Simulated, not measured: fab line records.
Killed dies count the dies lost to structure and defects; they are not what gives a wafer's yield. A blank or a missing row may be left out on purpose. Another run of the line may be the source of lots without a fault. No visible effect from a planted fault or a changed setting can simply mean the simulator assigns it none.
fab line records    flow sky130
record lots=12  wafers=36  last_day=50
route steps=708 shown LDD_HVP@287 LI_CONTACT@365 CONTACT@421 METAL3@560 PAD_OPEN@708
lots untouched by any fault: they come from a run of this same line in which no faults occurred
start_h: hours from the record's first day to the start of the lot's first wafer shown    wait_h: hours from the lot's prior step to this one    " same as the row above    L1.1+2: several wafers, shown together as one row    - either no value or no given start    * or withheld: withheld    < > ~ a bound
route shown NAME@n: names a module that has steps shown in the file, with the first one's number in the route    usual: mean and standard deviation over wafers with no fault    same: alike in all rows    chamber/n: place in a boat    sites: readings site by site    _std_site: standard deviation of those values    _edge_site: the outer-site mean with the inner-site mean subtracted    radius_mm: how far each site lies from the wafer's centre    mask NAME#n: copy n    behind: the tool/chamber that last shaped the wafer    hold: cause of the lot's hold/its duration in hours/its outcome    device: names the non-switching transistor (n, p or np)    end of line: the route-end tests of the same wafers    a step without rows: its recipe alone    killed: at the first sort, the dies lost to defects and structure; wafer yield is something else    map: dies across one wafer; x = killed, . = not, _ = none there
set.NAME: the run value of the setting; set.NAME@STEP: its run value at that earlier step    model.NAME: the simulator's own value behind a step, which no gauge read
route steps across a sampled set of lots; one table per step, one row per wafer
services: the hour from which a tool's chamber was out of use, counted from the record's first day as start_h (under 0 if before that day), plus the number of hours and why
## steps
# step SKY_LDD_HVP_STRIP_09
# recipe chemistry=O2/N2  power_w=1400  pressure_mtorr=1500  platen_temp_c=withheld  o2_flow_sccm=3000  n2_flow_sccm=300  overash_fraction=0.5
# usual drypump_motor_current_A=6.06/0.27  oes_product_au=0.408/0.005  strip_time_to_endpoint_s=4.138/0.013
lot.wafer  tool             chamber  start_h  wait_h  drypump_motor_current_A  oes_product_au  rf_hours_counter_h  strip_time_to_endpoint_s
L647.2     plasma_asher-03  1        489.76   0.1     6.04                     0.409           66                  4.155
L647.3     "                0        "        "       6.43                     0.409           -                   4.159
L647.4     "                1        "        "       6.03                     0.423           -                   4.138
L648.2     plasma_asher-04  0        499.02   0.1     6.23                     0.406           7                   4.136
L648.3     "                0        "        "       6.25                     0.403           -                   4.149
L648.5     "                0        "        "       6.24                     0.410           -                   4.129
L649.1     plasma_asher-04  0        505.23   0.1     6.22                     0.418           7                   4.137
L649.2     "                1        "        "       5.97                     0.402           7                   4.139
L649.6     "                1        "        "       5.96                     0.407           -                   4.142
L650.2     plasma_asher-02  1        521.68   0.1     5.72                     0.412           40                  4.126
L650.4     "                0        "        "       5.59                     0.410           -                   4.124
L650.6     "                1        "        "       5.69                     0.415           -                   4.134
L651.1     plasma_asher-04  1        532.37   0.1     5.95                     0.402           10                  4.142
L651.5     "                1        "        "       5.97                     0.404           -                   4.159
L651.6     "                0        "        "       6.23                     0.413           -                   4.135
L654.1     plasma_asher-03  0        560.42   0.1     6.40                     0.415           74                  4.143
L654.4     "                0        "        "       6.43                     0.403           -                   4.133
L654.6     "                0        "        "       6.41                     0.399           -                   4.160
L655.3     plasma_asher-03  0        562.15   0.1     6.38                     0.405           -                   4.120
L655.4     "                1        "        "       6.00                     0.410           -                   4.135
L655.6     "                1        "        "       6.02                     0.413           -                   4.162
L660.4     plasma_asher-02  0        615.45   0.1     5.59                     0.415           -                   4.145
L660.5     "                0        "        "       5.59                     0.417           -                   4.162
L660.6     "                1        "        "       5.74                     0.408           -                   4.133
L661.4     plasma_asher-03  1        623.85   0.1     6.04                     0.409           -                   4.118
L661.5     "                1        "        "       6.03                     0.410           -                   4.108
L661.6     "                0        "        "       6.46                     0.406           -                   4.127
L666.1     plasma_asher-04  1        668.92   0.1     5.96                     0.407           23                  4.133
L666.2     "                0        "        "       6.20                     0.413           23                  4.160
L666.5     "                0        "        "       6.19                     0.407           -                   4.127
L668.1     plasma_asher-04  1        680.92   0.1     5.95                     0.410           25                  4.127
L668.4     "                0        "        "       6.24                     0.410           -                   4.130
L668.5     "                1        "        "       5.97                     0.403           -                   4.134
L670.1     plasma_asher-03  1        685.37   0.1     6.04                     0.400           86                  4.133
L670.4     "                0        "        "       6.46                     0.407           -                   4.135
L670.5     "                0        "        "       6.46                     0.403           -                   4.152
# step SKY_LI_CONTACT_BOW_MEAS_03
# recipe mode=bow
# usual LI_CONTACT_BOW=55/6.6
lot.wafer  tool           chamber  start_h  wait_h  LI_CONTACT_BOW[um]
L647.2     film_metro-02  -        642.69   0.1     50
L647.3     "              -        "        "       57
L647.4     "              -        "        "       50
L648.2     film_metro-02  -        653.24   0.2     59
L648.3     "              -        "        "       52
L648.5     "              -        "        "       61
L649.1     film_metro-01  -        659.97   0.2     60
L649.2     "              -        "        "       53
L649.6     "              -        "        "       52
L650.2     film_metro-02  -        673.04   0.2     60
L650.4     "              -        "        "       50
L650.6     "              -        "        "       54
L651.1     film_metro-02  -        685.62   0.2     48
L651.5     "              -        "        "       62
L651.6     "              -        "        "       58
L654.1     film_metro-03  -        708.68   0.2     77
L654.4     "              -        "        "       47
L654.6     "              -        "        "       61
L655.3     film_metro-02  -        709.55   0.1     47
L655.4     "              -        "        "       52
L655.6     "              -        "        "       48
L660.4     film_metro-02  -        761.12   0.2     60
L660.5     "              -        "        "       67
L660.6     "              -        "        "       52
L661.4     film_metro-01  -        769.20   0.3     58
L661.5     "              -        "        "       51
L661.6     "              -        "        "       55
L666.1     film_metro-01  -        809.66   0.2     59
L666.2     "              -        "        "       62
L666.5     "              -        "        "       49
L668.1     film_metro-01  -        821.90   0.1     51
L668.4     "              -        "        "       68
L668.5     "              -        "        "       60
L670.1     film_metro-02  -        824.74   0.2     56
L670.4     "              -        "        "       62
L670.5     "              -        "        "       46
# step SKY_CONTACT_OVL_MEAS_15
# usual CONTACT_OVL=-1/5.8
lot.wafer  tool        chamber  start_h  wait_h  CONTACT_OVL[nm]
L647.2     overlay-02  -        730.51   0.1     2
L647.3     "           -        "        "       -4
L647.4     "           -        "        "       -6
L648.2     overlay-01  -        738.86   0.1     -5
L648.3     "           -        "        "       4
L648.5     "           -        "        "       8
L649.1     overlay-02  -        747.40   0.1     -10
L649.2     "           -        "        "       -5
L649.6     "           -        "        "       -7
L650.2     overlay-01  -        760.27   0.1     -5
L650.4     "           -        "        "       -5
L650.6     "           -        "        "       0
L651.1     overlay-02  -        771.35   0.1     -7
L651.5     "           -        "        "       -8
L651.6     "           -        "        "       -10
L654.1     overlay-01  -        793.25   0.1     3
L654.4     "           -        "        "       5
L654.6     "           -        "        "       1
L655.3     overlay-01  -        795.36   0.1     6
L655.4     "           -        "        "       8
L655.6     "           -        "        "       6
L660.4     overlay-01  -        841.32   0.1     -8
L660.5     "           -        "        "       2
L660.6     "           -        "        "       1
L661.4     overlay-02  -        850.93   0.1     -13
L661.5     "           -        "        "       -7
L661.6     "           -        "        "       -8
L666.1     overlay-01  -        889.90   0.1     -4
L666.2     "           -        "        "       -5
L666.5     "           -        "        "       -6
L668.1     overlay-01  -        901.15   0.1     -6
L668.4     "           -        "        "       -5
L668.5     "           -        "        "       1
L670.1     overlay-01  -        904.30   0.1     -1
L670.4     "           -        "        "       -1
L670.5     "           -        "        "       -3
# step SKY_METAL3_EXPOSE_10
# recipe mask_id=MM3  na=0.68  source_shape=annular  sigma_inner=0.4  sigma_outer=0.8  target_cd_nm=300  dose_mj=28
# usual exposure_dose_mJ_cm2=27.99/0.033
lot.wafer  tool            chamber  start_h  wait_h  mask   exposure_dose_mJ_cm2
L647.2     krf_scanner-01  0        884.50   -       MM3#0  28.03
L647.3     "               0        "        "       MM3#0  28.03
L647.4     "               0        "        "       MM3#0  28.04
L648.2     krf_scanner-01  0        892.65   -       MM3#0  28.01
L648.3     "               0        "        "       MM3#0  27.97
L648.5     "               0        "        "       MM3#0  27.93
L649.1     krf_scanner-02  0        900.15   -       MM3#0  28.01
L649.2     "               0        "        "       MM3#0  27.98
L649.6     "               0        "        "       MM3#0  28.00
L650.2     krf_scanner-01  0        910.53   -       MM3#0  28.05
L650.4     "               0        "        "       MM3#0  28.06
L650.6     "               0        "        "       MM3#0  28.01
L651.1     krf_scanner-02  0        921.31   -       MM3#0  28.03
L651.5     "               0        "        "       MM3#0  28.01
L651.6     "               0        "        "       MM3#0  27.99
L654.1     krf_scanner-02  0        941.58   -       MM3#0  27.43
L654.4     "               0        "        "       MM3#0  27.42
L654.6     "               0        "        "       MM3#0  27.42
L655.3     krf_scanner-02  0        942.62   -       MM3#0  27.41
L655.4     "               0        "        "       MM3#0  27.45
L655.6     "               0        "        "       MM3#0  27.43
L660.4     krf_scanner-01  0        985.89   -       MM3#0  27.95
L660.5     "               0        "        "       MM3#0  28.02
L660.6     "               0        "        "       MM3#0  27.93
L661.4     krf_scanner-02  0        993.90   -       MM3#0  27.62
L661.5     "               0        "        "       MM3#0  27.60
L661.6     "               0        "        "       MM3#0  27.65
L666.1     krf_scanner-01  0        1029.20  -       MM3#0  27.99
L666.2     "               0        "        "       MM3#0  27.95
L666.5     "               0        "        "       MM3#0  27.97
L668.1     krf_scanner-01  0        1038.71  -       MM3#0  28.00
L668.4     "               0        "        "       MM3#0  28.01
L668.5     "               0        "        "       MM3#0  28.01
L670.1     krf_scanner-01  0        1040.03  -       MM3#0  28.01
L670.4     "               0        "        "       MM3#0  27.99
L670.5     "               0        "        "       MM3#0  28.05
# step SKY_PAD_OPEN_PROBE_99
# usual defect_limited_yield=82.4/1.8  killed_at_M0_to_M3=44/7  killed_at_M4_up=3.2/2  killed_at_contacts=25/5.3  killed_at_front_end=15/4.3  killed_at_other=0.3/0.54  killed_dies=86/8.7  killed_open=47/6.4  killed_short=39/5.6  sort_bin_3_pad_short=0.9/0.43  sort_bin_5_function=10.4/1.4  sort_bin_6_memory=6.3/1.2  sort_n_pass=406/8.7  sort_yield_pct=82.4/1.8
# same gross_dies=492  killed_at_back_side=0  sort_bin_4_leakage[%]=0  sort_bin_8_speed[%]=0
lot.wafer  tool       chamber  start_h  wait_h  defect_limited_yield[%]  killed_at_M0_to_M3  killed_at_M4_up  killed_at_contacts  killed_at_front_end  killed_at_other  killed_dies  killed_open  killed_short  sort_bin_3_pad_short[%]  sort_bin_5_function[%]  sort_bin_6_memory[%]  sort_n_pass  sort_yield_pct[%]
L661.4     prober-01  -        1157.16  0.2     84.8                     37                  0                24                  14                   0                75           45           30            0.6                      9.8                     4.9                   417          84.8
L661.5     prober-01  -        1157.21  0.2     82.3                     37                  2                28                  20                   0                87           49           38            1.8                      9.3                     6.5                   405          82.3
L661.6     prober-01  -        1157.26  0.2     82.7                     46                  4                22                  13                   0                85           43           42            1.2                      9.3                     6.7                   407          82.7
# killed by level:class
L661.4 VIA1:geometric_particle:open=9 VIA2:geometric_particle:open=8 LI_CONTACT:geometric_particle:open=7 CONTACT:geometric_particle:open=7 FIELD_ISO:geometric_particle:open=5 CONTACT:geometric_particle:short=5 METAL1:geometric_particle:short=4 VIA3:geometric_particle:open=4
L661.5 CONTACT:geometric_particle:open=9 CONTACT:geometric_particle:short=9 VIA1:geometric_particle:open=9 FIELD_ISO:geometric_particle:open=8 VIA3:geometric_particle:open=6 VIA2:geometric_particle:open=4 SPACER:geometric_particle:short=3 LI_CONTACT:geometric_particle:open=3
L661.6 VIA1:geometric_particle:short=11 VIA3:geometric_particle:open=7 CONTACT:geometric_particle:open=7 VIA1:geometric_particle:open=7 LI_CONTACT:geometric_particle:open=6 VIA2:geometric_particle:open=6 METAL1:geometric_particle:short=5 LOCAL_INTERCONNECT:geometric_particle:short=4
## services
tool             chamber  start_h  hours  kind
krf_scanner-02   -        483.62   1.3    pm
krf_scanner-02   -        485.61   0.3    repair
krf_scanner-02   -        490.42   0.6    repair
krf_scanner-02   -        516.46   0.8    pm
krf_scanner-02   -        537.65   1.0    pm
krf_scanner-01   -        545.84   1.3    pm
plasma_asher-03  -        585.81   2.8    pm
krf_scanner-01   -        588.27   0.8    pm
krf_scanner-02   -        593.07   0.6    repair
krf_scanner-01   -        599.55   1.0    pm
krf_scanner-02   -        603.67   0.7    repair
krf_scanner-01   -        623.79   0.8    pm
krf_scanner-01   -        631.86   2.3    repair
krf_scanner-01   -        684.76   2.4    repair
krf_scanner-01   -        689.53   4.4    pm
krf_scanner-01   -        721.74   1.3    pm
krf_scanner-01   -        768.55   1.0    pm
krf_scanner-01   -        798.58   0.8    pm
krf_scanner-01   -        807.83   4.0    pm
krf_scanner-01   -        897.64   1.3    pm
krf_scanner-01   -        919.78   3.6    pm
krf_scanner-01   -        937.55   1.0    pm
krf_scanner-01   -        961.39   0.8    pm
krf_scanner-01   -        1009.45  0.7    repair
## key
first_sign step=SKY_METAL3_EXPOSE_10  reading=exposure_dose_mJ_cm2  direction=down  sigmas=15  usual=*  struck=*
effect none on later readings
met_at SKY_METAL3_EXPOSE_10
struck_lots L654,L655,L661
loop_trim step=SKY_METAL3_EXPOSE_10  setting=dose  lots=L661
not_acting_at SKY_LDD_HVP_STRIP_09,SKY_LI_CONTACT_BOW_MEAS_03,SKY_CONTACT_OVL_MEAS_15
onset_between 921.31 941.58
fault kind=process_parameter_drift  tool=krf_scanner-02  chamber=-  onset_h=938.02  steps=SKY_METAL3_EXPOSE_10  channel=dose_mj  offset=-0.54306  shape=step  acts_in=these_recipes_only  stated=28
# loop_trim: a control loop set the setting to another value than it would have without faults
